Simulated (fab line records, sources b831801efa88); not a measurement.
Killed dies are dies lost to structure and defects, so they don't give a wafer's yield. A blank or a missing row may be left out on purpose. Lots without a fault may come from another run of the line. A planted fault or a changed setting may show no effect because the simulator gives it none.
Which tool did it? | flow sky130 | 11 lots, 33 wafers sampled, at 3 steps of a route of 708

WHAT THE GAUGES READ, wafer by wafer
SKY_SD_P_TW_MEAS_11.
lot  | measured     | on            | SD_P_TW
L999 | day 26 11:27 | film_metro-02 | 2846 2838 2830
L100 | day 27 00:46 | film_metro-02 | 3117 3117 3133 3114 3117 3111
L101 | day 27 00:59 | film_metro-02 | 3128 3119 3111 3130 3120 3112
L102 | day 27 14:29 | film_metro-01 | 3116 3156 3147 3148 3139 3123
L110 | day 30 20:08 | film_metro-02 | 2833 2841 2824
L109 | day 30 20:37 | film_metro-04 | 2798 2804 2820
L111 | day 31 04:51 | film_metro-04 | 2843 2829 2819
L113 | day 31 22:21 | film_metro-01 | 2842 2852 2826
L115 | day 32 07:05 | film_metro-02 | 2808 2828 2828
L114 | day 32 09:54 | film_metro-01 | 2833 2820 2827
L116 | day 32 10:28 | film_metro-04 | 2791 2817 2803

WHICH TOOL RAN EACH LOT (tool, then ch and the chambers of the sampled wafers, then the start)
lot  | SKY_SD_P_IMPLANT_09             | SKY_SD_P_STRIP_10
L999 | implanter-01 ch 0, day 26 11:13 | plasma_asher-01 ch 0,1, day 26 11:20
L100 | implanter-01 ch 0, day 27 00:31 | plasma_asher-01 ch 0, day 27 00:39
L101 | implanter-01 ch 0, day 27 00:44 | plasma_asher-02 ch 0,1, day 27 00:53
L102 | implanter-01 ch 0, day 27 14:14 | plasma_asher-03 ch 0,1, day 27 14:23
L110 | implanter-01 ch 0, day 30 19:53 | plasma_asher-01 ch 0,1, day 30 20:02
L109 | implanter-01 ch 0, day 30 20:22 | plasma_asher-02 ch 0,1, day 30 20:30
L111 | implanter-04 ch 0, day 31 04:36 | plasma_asher-02 ch 0,1, day 31 04:45
L113 | implanter-04 ch 0, day 31 22:06 | plasma_asher-02 ch 0,1, day 31 22:15
L115 | implanter-04 ch 0, day 32 06:50 | plasma_asher-03 ch 0,1, day 32 06:59
L114 | implanter-01 ch 0, day 32 09:41 | plasma_asher-01 ch 0,1, day 32 09:49
L116 | implanter-04 ch 0, day 32 10:13 | plasma_asher-02 ch 0,1, day 32 10:22
- SKY_SD_P_IMPLANT_09
- SKY_SD_P_STRIP_10: strips in O2/N2.

THE ANSWER, worked out from the rows above alone
Rule: what is usual is taken from the lots themselves. Put in order of their means at a reading, lots are off if they are a third of the lots or fewer, leave a main group of 4 or more, and stand apart from it by a gap of 3 or more times the standard deviation of the main group's means; of several such gaps the widest counts. A main group whose means are all the same, to the digits that the tables above print for the reading, isn't used. A lot without any number at a reading at which 4 lots or more have one is off too. The other lots that the step has rows for count as sound.
Off: L100, L101, L102, at SKY_SD_P_TW_MEAS_11 (SD_P_TW). The main group: mean 2825, standard deviation 13.
A tool fits if, at a process step before that reading, it ran every lot that is off, and no sound lot after the first of them. The gauges at SKY_SD_P_TW_MEAS_11 are tried like those tools. None of those tried fits.

WHAT THE SIMULATOR HAD PUT IN
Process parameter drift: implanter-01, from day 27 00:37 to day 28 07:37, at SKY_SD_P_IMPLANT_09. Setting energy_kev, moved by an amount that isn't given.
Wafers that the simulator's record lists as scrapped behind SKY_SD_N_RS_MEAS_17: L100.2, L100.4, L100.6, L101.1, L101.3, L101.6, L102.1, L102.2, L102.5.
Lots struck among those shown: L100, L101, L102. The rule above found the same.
